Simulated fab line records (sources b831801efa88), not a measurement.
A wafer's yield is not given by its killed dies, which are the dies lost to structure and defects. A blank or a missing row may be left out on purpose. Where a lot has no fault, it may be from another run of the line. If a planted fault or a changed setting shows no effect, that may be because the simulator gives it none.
fab line records	flow sky130
[record] lots = 13	wafers = 39	lastDay = 50
route steps=708 shown VT_ADJUST_LVTN@104 GATE_OXIDE@201 RES_PROTECT@214 POLY_GATE@230 PAD_OPEN@708
lots untouched by any fault: they come from a run of this same line in which no faults occurred
startH: hours from the record's opening day to when the first of the lot's shown wafers began	waitH: time in hours since the lot's previous step	" same as the row above	L1.1+2: a single row standing in for several wafers	- no value, or no start was given	* or withheld: withheld	< > ~ a bound
route shown NAME@n: NAME is a module with steps in the file, n the number in the route of the first one	usual: mean and standard deviation over wafers with no fault	same: alike in all rows	chamber/n: place in a boat	sites: per-site readings	_std_site: the values' standard deviation	_edge_site: inner sites' mean taken away from outer sites' mean	radiusMm: for every site, how far away it sits from the centre of the wafer	mask NAME#n: copy n	behind: tool/chamber where the wafer was last shaped	hold: what put the lot on hold/how long, in hours/how the hold closed	device: names the non-switching transistor (n, p or np)	end of line: tests run on the same wafers once the route is complete	where a step has no rows: the recipe by itself	killed: dies lost to structure and defects at the first sort, not the wafer's yield	map: shows each die of a wafer: x if killed, . if not, _ if none is there
set.NAME: setting as actually run; set.NAME@STEP: the setting as run at that earlier step	model.NAME: the simulator's own value behind a step, which no gauge read
one table for each step of the route and one row for each wafer, over a sample of lots
services: from which hour (startH, from the record's first day; less than 0 if before it) a tool's chamber was out of use, for how many hours, and why
[[steps]]
[step SKY_VT_ADJUST_LVTN_OVL_MEAS_07]
[usual] VT_ADJUST_LVTN_OVL = 0.8/1.2
lot.wafer	tool	chamber	startH	waitH	VT_ADJUST_LVTN_OVL[nm]
L861.1	overlay-01	-	155.84	-	2.2
L861.3	"	-	"	"	1.0
L861.5	"	-	"	"	-0.8
L863.1	overlay-02	-	164.32	-	0.6
L863.5	"	-	"	"	2.6
L863.6	"	-	"	"	1.3
L864.2	overlay-02	-	171.08	-	-1.4
L864.3	"	-	"	"	0.5
L864.6	"	-	"	"	1.7
L866.3	overlay-01	-	184.80	-	-0.9
L866.5	"	-	"	"	-1.0
L866.6	"	-	"	"	1.2
L872.2	overlay-02	-	219.75	-	3.9
L872.4	"	-	"	"	1.0
L872.6	"	-	"	"	1.5
L873.2	overlay-01	-	223.68	-	-0.3
L873.5	"	-	"	"	1.1
L873.6	"	-	"	"	-1.1
L874.1	overlay-02	-	232.77	-	1.4
L874.2	"	-	"	"	1.7
L874.3	"	-	"	"	1.5
L875.4	overlay-02	-	243.96	-	0.7
L875.5	"	-	"	"	1.3
L875.6	"	-	"	"	2.2
L876.3	overlay-01	-	245.44	-	1.8
L876.5	"	-	"	"	1.7
L876.6	"	-	"	"	1.0
L877.1	overlay-01	-	248.14	-	-0.6
L877.2	"	-	"	"	-0.1
L877.3	"	-	"	"	2.3
L880.1	overlay-02	-	269.04	-	1.7
L880.2	"	-	"	"	-0.3
L880.5	"	-	"	"	-0.7
L882.3	overlay-01	-	284.40	-	1.1
L882.4	"	-	"	"	0.2
L882.6	"	-	"	"	-0.3
L883.1	overlay-01	-	292.57	-	0.6
L883.3	"	-	"	"	-1.3
L883.5	"	-	"	"	0.3
[step SKY_GATE_OXIDE_TW_MEAS_14]
[usual] GATE_OXIDE_TW = 224.5/1.4
lot.wafer	tool	chamber	startH	waitH	GATE_OXIDE_TW
L861.1	filmMetro-04	-	323.12	0.1	224.1
L861.3	"	-	"	"	222.9
L861.5	"	-	"	"	224.4
L863.1	filmMetro-02	-	334.78	0.1	226.7
L863.5	"	-	"	"	225.7
L863.6	"	-	"	"	224.1
L864.2	filmMetro-04	-	342.09	0.1	222.6
L864.3	"	-	"	"	222.9
L864.6	"	-	"	"	222.6
L866.3	filmMetro-02	-	358.66	0.1	225.9
L866.5	"	-	"	"	224.6
L866.6	"	-	"	"	225.6
L872.2	filmMetro-02	-	414.30	0.1	226.1
L872.4	"	-	"	"	226.9
L872.6	"	-	"	"	225.3
L873.2	filmMetro-03	-	414.59	0.1	225.3
L873.5	"	-	"	"	225.8
L873.6	"	-	"	"	225.8
L874.1	filmMetro-02	-	424.88	0.1	225.6
L874.2	"	-	"	"	225.8
L874.3	"	-	"	"	224.9
L875.4	filmMetro-02	-	441.44	0.1	222.8
L875.5	"	-	"	"	222.9
L875.6	"	-	"	"	223.2
L876.3	filmMetro-02	-	446.05	0.1	222.1
L876.5	"	-	"	"	223.7
L876.6	"	-	"	"	224.4
L877.1	filmMetro-03	-	450.33	0.1	227.4
L877.2	"	-	"	"	227.0
L877.3	"	-	"	"	226.1
L880.1	filmMetro-04	-	476.06	0.1	222.4
L880.2	"	-	"	"	223.4
L880.5	"	-	"	"	222.9
L882.3	filmMetro-02	-	494.48	0.1	223.7
L882.4	"	-	"	"	223.0
L882.6	"	-	"	"	223.5
L883.1	filmMetro-03	-	504.67	0.1	224.9
L883.3	"	-	"	"	224.6
L883.5	"	-	"	"	225.3
[step SKY_RES_PROTECT_STRIP_07]
[recipe] chemistry = O2/N2	powerW = 1400	pressureMtorr = 1500	platenTempC = withheld	o2FlowSccm = 3000	n2FlowSccm = 300	overashFraction = 0.5
[usual] drypumpMotorCurrentA = 5.8/0.31	oesProductAu = 0.517/0.0044	stripTimeToEndpointS = 23.30/0.038
lot.wafer	tool	chamber	startH	waitH	drypumpMotorCurrentA	oesProductAu	rfHoursCounterH	stripTimeToEndpointS
L861.1	plasmaAsher-03	1	354.37	0.1	6.2	0.514	54	23.30
L861.3	"	0	"	"	5.9	0.517	-	23.31
L861.5	"	0	"	"	6.0	0.514	-	23.27
L863.1	plasmaAsher-03	0	366.24	0.1	6.0	0.516	55	23.32
L863.5	"	1	"	"	6.2	0.518	-	23.30
L863.6	"	0	"	"	6.0	0.513	-	23.31
L864.2	plasmaAsher-02	1	374.24	0.1	5.3	0.510	71	23.30
L864.3	"	1	"	"	5.3	0.524	-	23.34
L864.6	"	1	"	"	5.3	0.526	-	23.36
L866.3	plasmaAsher-01	1	391.21	0.1	6.0	0.520	-	23.25
L866.5	"	0	"	"	5.4	0.521	-	23.23
L866.6	"	1	"	"	6.0	0.524	-	23.24
L872.2	plasmaAsher-02	1	448.69	0.1	5.3	0.516	79	23.34
L872.4	"	1	"	"	5.3	0.518	-	23.30
L872.6	"	0	"	"	5.7	0.521	-	23.28
L873.2	plasmaAsher-03	0	448.87	0.1	6.0	0.520	63	23.27
L873.5	"	1	"	"	6.2	0.515	-	23.32
L873.6	"	0	"	"	6.0	0.520	-	23.33
L874.1	plasmaAsher-01	0	462.19	0.1	5.4	0.519	3	23.32
L874.2	"	1	"	"	6.0	0.512	3	23.31
L874.3	"	1	"	"	6.0	0.514	-	23.35
L875.4	plasmaAsher-01	1	478.41	0.1	6.0	0.514	-	23.26
L875.5	"	0	"	"	5.4	0.527	-	23.30
L875.6	"	1	"	"	6.0	0.505	-	23.29
L876.3	plasmaAsher-01	0	480.79	0.1	5.5	0.518	-	23.31
L876.5	"	0	"	"	5.4	0.520	-	23.29
L876.6	"	1	"	"	6.0	0.516	-	23.27
L877.1	plasmaAsher-03	1	484.69	0.1	6.2	0.519	66	23.28
L877.2	"	0	"	"	6.0	0.515	66	23.27
L877.3	"	0	"	"	6.0	0.518	-	23.28
L880.1	plasmaAsher-01	1	510.67	0.1	6.0	0.525	7	23.31
L880.2	"	0	"	"	5.4	0.520	7	23.28
L880.5	"	0	"	"	5.4	0.513	-	23.34
L882.3	plasmaAsher-02	1	527.51	0.1	5.4	0.525	-	23.31
L882.4	"	0	"	"	5.8	0.528	-	23.29
L882.6	"	0	"	"	5.8	0.517	-	23.30
L883.1	plasmaAsher-01	1	537.97	0.1	6.0	0.519	10	23.34
L883.3	"	1	"	"	6.0	0.520	-	23.34
L883.5	"	0	"	"	5.5	0.520	-	23.39
[step SKY_POLY_GATE_ETCH_16]
[recipe] stopOn = poly-Si	chemistry = CH3F/O2	target = Si3N4	sourceW = 400	biasW = 80	pressureMtorr = 25	ch3fFlowSccm = 40	O2_flow_sccm = 30	timeS = 147.5	targetDepthA = 750
[usual] biasW = 80.06/0.23	drypumpMotorCurrentA = 5.7/0.43	oesProductAu = 0.639/0.0052	throttleValvePct = 10.534/0.0087
lot.wafer	tool	chamber	startH	waitH	biasW	drypumpMotorCurrentA	oesProductAu	rfHoursCounterH	throttleValvePct
L861.1	rieDiel-02	3	385.78	0.0	80.05	5.7	0.634	19	10.542
L861.3	"	0	"	"	80.13	6.5	0.628	19	10.550
L861.5	"	1	"	"	80.25	5.4	0.638	-	10.532
L863.1	rieDiel-02	2	397.43	0.0	79.94	5.8	0.642	5	10.536
L863.5	"	0	"	"	79.77	6.5	0.640	-	10.543
L863.6	"	3	"	"	80.09	5.7	0.634	-	10.527
L864.2	rieDiel-04	2	406.23	0.0	79.92	5.6	0.641	89	10.527
L864.3	"	0	"	"	79.89	5.9	0.641	1	10.537
L864.6	"	2	"	"	80.19	5.6	0.639	-	10.545
L866.3	rieDiel-02	1	423.05	0.0	80.01	5.4	0.638	4	10.527
L866.5	"	1	"	"	79.86	5.4	0.643	-	10.537
L866.6	"	0	"	"	79.54	6.5	0.636	-	10.542
L872.2	rieDiel-04	3	481.43	0.0	80.02	5.1	0.645	33	10.525
L872.4	"	0	"	"	79.83	5.9	0.632	3	10.543
L872.6	"	3	"	"	80.16	5.0	0.626	-	10.537
L873.2	rieDiel-02	2	481.78	0.0	79.88	5.8	0.638	7	10.544
L873.5	"	3	"	"	73.66	5.7	0.644	-	10.534
L873.6	"	0	"	"	80.08	6.5	0.638	-	10.526
L874.1	rieDiel-02	1	495.38	0.0	80.01	5.4	0.640	6	10.535
L874.2	"	2	"	"	80.45	5.8	0.639	7	10.533
L874.3	"	3	"	"	73.68	5.6	0.642	22	10.543
L875.4	rieDiel-04	3	511.28	0.0	79.99	5.1	0.642	-	10.529
L875.5	"	1	"	"	80.51	5.9	0.642	-	10.536
L875.6	"	0	"	"	79.99	5.9	0.651	-	10.546
L876.3	rieDiel-04	1	513.03	0.0	80.26	5.9	0.638	15	10.537
L876.5	"	0	"	"	80.21	5.9	0.637	-	10.521
L876.6	"	3	"	"	79.63	5.0	0.637	-	10.544
L877.1	rieDiel-04	3	517.77	0.1	80.21	5.0	0.655	34	10.539
L877.2	"	0	"	"	80.12	5.9	0.649	4	10.554
L877.3	"	0	"	"	79.50	5.9	0.643	-	10.549
L880.1	rieDiel-04	0	542.81	0.0	80.14	5.9	0.644	5	10.524
L880.2	"	3	"	"	80.25	5.0	0.639	35	10.525
L880.5	"	1	"	"	80.16	5.9	0.640	-	10.536
L882.3	rieDiel-02	0	560.38	0.0	80.12	6.5	0.635	23	10.557
L882.4	"	2	"	"	80.25	5.8	0.626	8	10.550
L882.6	"	2	"	"	80.07	5.8	0.632	-	10.535
L883.1	rieDiel-04	1	569.68	0.0	79.86	5.9	0.643	16	10.528
L883.3	"	0	"	"	80.08	5.9	0.643	5	10.538
L883.5	"	0	"	"	80.21	5.9	0.645	-	10.537
[step SKY_PAD_OPEN_PROBE_99]
[usual] killed_at_M0_to_M3 = 44/7	killed_at_M4_up = 3.1/1.8	killedAtContacts = 25/5.1	killedAtFrontEnd = 15/4.3	killedAtOther = 0.3/0.61	killedDies = 87/9.8	killedOpen = 48/7	killedShort = 38/6.3
[same] grossDies = 492	killedAtBackSide = 0
lot.wafer	tool	chamber	startH	waitH	killed_at_M0_to_M3	killed_at_M4_up	killedAtContacts	killedAtFrontEnd	killedAtOther	killedDies	killedOpen	killedShort
L872.2	prober-02	-	1149.31	0.1	50	2	22	11	1	86	56	30
L872.4	prober-02	-	1149.41	0.2	46	3	22	16	0	87	46	41
L872.6	prober-02	-	1149.51	0.2	38	2	15	12	0	67	31	36
// killed by level:class
L872.2 VIA1:geometricParticle:open=19 CONTACT:geometricParticle:open=8 VIA3:geometricParticle:open=8 LI_CONTACT:geometricParticle:open=7 METAL1:geometricParticle:short=7 METAL2:geometricParticle:short=5 POLY_GATE:geometricParticle:open=4 CONTACT:geometricParticle:short=4
L872.4 VIA1:geometricParticle:open=15 CONTACT:geometricParticle:open=9 METAL2:geometricParticle:short=9 VIA1:geometricParticle:short=8 FIELD_ISO:geometricParticle:open=5 LOCAL_INTERCONNECT:geometricParticle:short=5 CONTACT:geometricParticle:short=4 POLY_GATE:geometricParticle:open=3
L872.6 VIA1:geometricParticle:open=8 VIA3:geometricParticle:open=7 METAL1:geometricParticle:short=5 VIA3:geometricParticle:short=5 VIA1:geometricParticle:short=4 METAL2:geometricParticle:short=4 FIELD_ISO:geometricParticle:open=3 FIELD_ISO:geometricParticle:short=3
[[services]]
tool	chamber	startH	hours	kind
rieDiel-02	3	359.99	13.1	repair
rieDiel-02	1	368.41	5.6	repair
plasmaAsher-02	-	396.06	4.0	repair
plasmaAsher-02	-	406.49	1.7	repair
rieDiel-04	0	417.33	2.5	repair
plasmaAsher-01	-	421.25	9.0	pm
plasmaAsher-01	0	421.25	9.0	ventCycle
plasmaAsher-01	1	421.25	9.0	ventCycle
plasmaAsher-03	-	421.41	2.8	pm
plasmaAsher-03	-	427.20	1.9	repair
plasmaAsher-01	0	430.25	-	clean
plasmaAsher-01	1	430.25	-	clean
rieDiel-04	-	442.36	0.3	repair
rieDiel-02	-	484.87	4.3	pm
rieDiel-04	-	489.20	2.8	pm
rieDiel-02	0	492.28	6.4	repair
rieDiel-04	2	505.91	-	clean
rieDiel-04	2	505.91	25.9	scheduledDown
rieDiel-04	2	505.91	25.9	ventCycle
rieDiel-04	1	514.48	5.9	repair
rieDiel-02	-	564.69	2.8	pm
[[key]]
[firstSign] step = SKY_POLY_GATE_ETCH_16	reading = biasW	direction = down	sigmas = 28	usual = 80.06	struck = 73.67
effect none on later readings
metAt SKY_POLY_GATE_ETCH_16
struckLots L873,L874
struckWafers L873.5,L874.3
testerLeftOut L873,L874
notActingAt SKY_VT_ADJUST_LVTN_OVL_MEAS_07,SKY_GATE_OXIDE_TW_MEAS_14,SKY_RES_PROTECT_STRIP_07
onsetBetween 397.43 481.78
[fault] kind = processParameterDrift	tool = rieDiel-02	chamber = 3	onsetH = 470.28	steps = SKY_POLY_GATE_ETCH_16	channel = biasW	offset = -6.5894	shape = step	endH = 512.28	actsIn = theseRecipesOnly	stated = 80
// testerLeftOut: of these lots the tester's yield and bins aren't shown, on N5 and GAA mostly nor the transistor test; their killed dies are dies lost to structure and defects alone, not to doping, threshold or leakage, so they don't give the yield
